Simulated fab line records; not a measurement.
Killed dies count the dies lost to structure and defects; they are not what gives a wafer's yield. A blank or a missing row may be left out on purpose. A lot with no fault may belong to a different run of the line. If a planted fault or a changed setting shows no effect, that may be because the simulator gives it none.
Struck lot and sound lot, side by side / flow sfq_line / 42 out of 325 route steps
Sound: these wafers, L375.1, L375.5, L375.6. Struck: wafer L377.2. (L377.1, L377.4 of the same lot were not struck and are left out.) The cause comes at the end.
Order at every step that has rows: each side's tool, ch and its chambers, its first start. Under that, the readings that differ: sound wafers / struck wafers / difference of the means / sigmas: that difference in standard deviations of wafers without a fault.
alike: a reading whose means differ by less than 2 such deviations, as well as words and numbers matching on both sides. not compared: withheld readings; readings where some wafer has no value; bounds like >300 that might hide an equal value; numbers whose values overlap and for which the record gives no deviation.
Wherever a step has rows on one side only, a row that says differs or no value, or a row with sigmas, the two part there. Numbers that have no deviation but don't overlap get no sigmas and don't part them. A reading missing from all wafers of one side parts the sides only when that side holds two or more wafers.

first, 6 steps without rows for these wafers: SFQ_TRILAYER_M2_LITHO_COAT_062 (resist thk 62 nm); SFQ_TRILAYER_M2_LITHO_COAT_057 (resist thk 600 nm); SFQ_TRILAYER_M2_LITHO_SOFTBAKE_061; SFQ_TRILAYER_M2_LITHO_EXPOSE_058 (exposes mask M2, target cd 500 nm); SFQ_TRILAYER_M2_LITHO_PEB_060 (peb time 60 s); SFQ_TRILAYER_M2_LITHO_DEVELOP_059 (time 60 s).
SFQ_M2_OVL_MEAS_916:
  sound on overlay-02 at day 38 14:56; struck on overlay-01 at day 40 06:47
  alike: M2_OVL
then, 5 steps without rows for these wafers: SFQ_TRILAYER_M2_BARC_OPEN_METAL_ETCH_077 (etches BARC in O2, target depth 125 nm, time 41.7 s); SFQ_TRILAYER_M2_ETCH_METAL_ETCH_060 (etches Nb in Cl2/Ar, stops on SiO2, target depth 240 nm, time 120 s); SFQ_TRILAYER_M2_STRIP_STRIP_061 (strips in O2); SFQ_TRILAYER_M2_STRIP_SOLV_CLEAN_062 (cleans in NMP, time 600 s); SFQ_TRILAYER_I2_DEP_PECVD_063 (deposits SiO2 from SiH4/N2O, time 111.11 s, target thk 500 nm).
SFQ_TRILAYER_I2_CMP_CMP_064: polishes SiO2.
  sound on cmp-01 ch 0,1,3, day 38 19:31; struck on cmp-02 ch 2, day 40 08:29
reading=time_to_endpoint_s (s); sound=212 219 218; struck=250; difference=+34; sigmas=+4
reading=model.SiO2_of_TRILAYER_I2_DEP_PECVD_063.thk_nm (nm); sound=199.7 200.9 199.6; struck=151.9; difference=-48.2; sigmas=
  alike: motor_current_A
SFQ_I2_BOW_MEAS_917:
  sound on film_metro-03 at day 38 21:31; struck on film_metro-01 at day 40 11:29
  alike: I2_BOW
SFQ_TRILAYER_I2_METRO_MEASURE_065:
  sound on film_metro-03 at day 38 21:38; struck on film_metro-01 at day 40 11:36
reading=thk_nm (nm); sound=199.9 201.1 199.7; struck=151.9; difference=-48.3; sigmas=-54
then, 6 steps without rows for these wafers: SFQ_TRILAYER_I2_VIA_LITHO_COAT_072 (resist thk 62 nm); SFQ_TRILAYER_I2_VIA_LITHO_COAT_067 (resist thk 650 nm); SFQ_TRILAYER_I2_VIA_LITHO_SOFTBAKE_071; SFQ_TRILAYER_I2_VIA_LITHO_EXPOSE_068 (exposes mask I2, target cd 500 nm); SFQ_TRILAYER_I2_VIA_LITHO_PEB_070 (peb time 60 s); SFQ_TRILAYER_I2_VIA_LITHO_DEVELOP_069 (time 60 s).
SFQ_I2_OVL_MEAS_918:
  sound on overlay-02 at day 39 01:40; struck on overlay-01 at day 40 15:07
reading=I2_OVL (nm); sound=-10 -16 -14; struck=-1; difference=+12; sigmas=+2
SFQ_TRILAYER_I2_VIA_BARC_OPEN_VIA_ETCH_096: etches BARC in O2, target depth 125 nm, time 41.7 s.
  sound on rie_diel-01 ch 0,3, day 39 01:41; struck on rie_diel-01 ch 0, day 40 15:08
  alike: drypump_motor_current_A, oes_product_au
  not compared: rf_hours_counter_h
SFQ_TRILAYER_I2_VIA_ETCH_VIA_ETCH_070: etches SiO2 in CHF3, stops on Nb, target depth 260 nm.
  sound on rie_diel-01 ch 0,3, day 39 01:44; struck on rie_diel-01 ch 0, day 40 15:11
reading=oes_product_au (a.u.); sound=0.856 0.857 0.853; struck=0.739; difference=-0.116; sigmas=-25
reading=model.etch.depth_nm (nm); sound=199.7 200.9 199.6; struck=151.9; difference=-48.2; sigmas=
reading=model.I2.feature_depth_nm (nm); sound=199.7 200.9 199.6; struck=151.9; difference=-48.2; sigmas=
  alike: drypump_motor_current_A
SFQ_TRILAYER_I2_VIA_STRIP_STRIP_071: strips in O2.
  sound on rie_metal-03 ch 0,1, day 39 01:51; struck on rie_metal-04 ch 1, day 40 15:18
  alike: drypump_motor_current_A, oes_product_au
  not compared: rf_hours_counter_h
then, 1 step without rows for these wafers: SFQ_TRILAYER_I2_VIA_STRIP_SOLV_CLEAN_072 (cleans in NMP, time 600 s).
SFQ_TRILAYER_M3_DEP_PRE_CLEAN_074: time 22.5 s.
  sound on pvd_sputter-03 at day 39 02:37; struck on pvd_sputter-04 at day 40 16:04
reading=model.SiO2_of_TRILAYER_I2_DEP_PECVD_063.thk_nm (nm); sound=192.2 193.4 192.1; struck=144.4; difference=-48.2; sigmas=
SFQ_TRILAYER_M3_DEP_SPUTTER_073: material Nb, target thk 200 nm, time 133.3 s.
  sound on pvd_sputter-03 at day 39 02:39; struck on pvd_sputter-04 at day 40 16:06
  alike: chamber_pressure_pa, throttle_valve_pct
SFQ_M3_RS_MEAS_919: a four-point-probe measurement.
  sound on film_metro-04 at day 39 02:44; struck on film_metro-01 at day 40 16:11
reading=M3_NB_RS (ohm/sq); sound=0.868 0.874 0.868; struck=0.887; difference=+0.017; sigmas=+2
then, 6 steps without rows for these wafers: SFQ_TRILAYER_M3_LITHO_COAT_080 (resist thk 62 nm); SFQ_TRILAYER_M3_LITHO_COAT_075 (resist thk 600 nm); SFQ_TRILAYER_M3_LITHO_SOFTBAKE_079; SFQ_TRILAYER_M3_LITHO_EXPOSE_076 (exposes mask M3, target cd 500 nm); SFQ_TRILAYER_M3_LITHO_PEB_078 (peb time 60 s); SFQ_TRILAYER_M3_LITHO_DEVELOP_077 (time 60 s).
-- the record jumps here: 6 days lie between the struck wafers' starts before and after --
SFQ_M3_OVL_MEAS_921:
  sound on overlay-02 at day 45 08:49; struck on overlay-02 at day 46 14:06
  alike: M3_OVL
SFQ_TRILAYER_M3_BARC_OPEN_METAL_ETCH_100: etches BARC in O2, target depth 125 nm, time 41.7 s.
  sound on rie_metal-01 ch 0,1, day 45 08:50; struck on rie_metal-04 ch 0, day 46 14:08
  alike: drypump_motor_current_A, oes_product_au
  not compared: rf_hours_counter_h
then, 3 steps without rows for these wafers: SFQ_TRILAYER_M3_ETCH_METAL_ETCH_078 (etches Nb in Cl2/Ar, stops on SiO2, target depth 240 nm, time 120 s); SFQ_TRILAYER_M3_STRIP_STRIP_079 (strips in O2); SFQ_TRILAYER_M3_STRIP_SOLV_CLEAN_080 (cleans in NMP, time 600 s).
SFQ_TRILAYER_I3_DEP_PECVD_081: deposits SiO2 from SiH4/N2O, time 111.11 s, target thk 500 nm.
  sound on pecvd-02 ch 0,1, day 45 09:48; struck on pecvd-04 ch 2, day 46 15:07
  alike: heater_power_w, throttle_valve_pct
-- the record jumps here: 38 days lie between the struck wafers' starts before and after --
SFQ_M8_BOW_MEAS_951:
  sound on film_metro-03 at day 84 12:12; struck on film_metro-03 at day 85 01:24
reading=model.etest.i2.link_ohm; sound=1.948 1.951 1.94; struck=1.926; difference=-0.020; sigmas=
  alike: M8_BOW

## WHERE THEY PART
Last at SFQ_M3_RS_MEAS_919 as far as this record goes, first at SFQ_TRILAYER_I2_CMP_CMP_064. Later steps at which nothing parts them and some readings are alike: SFQ_M3_OVL_MEAS_921, SFQ_TRILAYER_M3_BARC_OPEN_METAL_ETCH_100, SFQ_TRILAYER_I3_DEP_PECVD_081, SFQ_M8_BOW_MEAS_951.

WHY: what had been put in by the simulator
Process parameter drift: cmp-02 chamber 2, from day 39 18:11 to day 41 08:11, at SFQ_TRILAYER_I2_CMP_CMP_064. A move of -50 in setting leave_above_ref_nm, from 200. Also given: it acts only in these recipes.
